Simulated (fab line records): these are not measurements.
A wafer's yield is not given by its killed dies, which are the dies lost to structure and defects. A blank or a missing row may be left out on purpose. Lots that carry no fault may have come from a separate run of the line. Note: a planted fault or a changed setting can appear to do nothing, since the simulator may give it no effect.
One fault through the eyes of 2 desks | flow gf180mcu | numbers are kept per desk, each desk with only its own; the story behind them comes last

## THE METROLOGY DESK
What the gauges read, lot by lot, whatever tool the lot ran on: means of the sampled wafers that have a number. Marked OUT: a lot whose mean sits more than 4 standard deviations from the usual mean, which makes it out of limits; the brackets give that distance.
Columns: A = MIM_CVD_05_THK at GF_MIM_THK_MEAS_06, usual 42.0 nm; B = MIM_ALCU_THK at GF_MIM_THK_MEAS_11, usual 197.6 nm
lot  | first seen here | A    | B
L763 | day 24 15:30    | 42.3 | 194.7
L764 | day 25 04:22    | 42.1 | 199.3
L765 | day 25 19:07    | 40.9 | 198.0
L766 | day 26 02:25    | 41.7 | 199.0
L768 | day 26 13:28    | 41.7 | 196.0
L769 | day 26 20:15    | 42.7 | 199.2
L770 | day 27 07:42    | 42.4 | 201.8
L771 | day 27 16:01    | 42.2 | 197.4
L772 | day 27 22:40    | 41.9 | 197.0
L773 | day 28 11:07    | 42.3 | 197.7
L774 | day 28 18:35    | 42.0 | 196.3
L780 | day 30 02:58    | 42.3 | 197.0
This desk found nothing out of limits on any of the 12 lots.

## TOOL OWNER'S DESK, pecvd-02
The tool's own readings at GF_MIM_CVD_05 (deposits Si3N4, target thk 42 nm, time 29.086 s): means of the sampled wafers that have a number, for each lot that ran on this tool. Marked OUT: a lot whose mean sits more than 4 standard deviations from the usual mean, which makes it out of limits; the brackets give that distance.
Columns: A = heaterPowerW at GF_MIM_CVD_05, usual 648 W
lot  | first seen here | A
L768 | day 26 13:26    | 719
L771 | day 27 15:59    | 630
L773 | day 28 11:05    | 641
L780 | day 30 02:55    | 731
This desk found nothing out of limits on any of the 4 lots.

## ALL TOGETHER
Nothing out of limits was seen by the metrology desk.
The tool owner's desk saw nothing out of limits.

## WHAT THE SIMULATOR HAD INSERTED
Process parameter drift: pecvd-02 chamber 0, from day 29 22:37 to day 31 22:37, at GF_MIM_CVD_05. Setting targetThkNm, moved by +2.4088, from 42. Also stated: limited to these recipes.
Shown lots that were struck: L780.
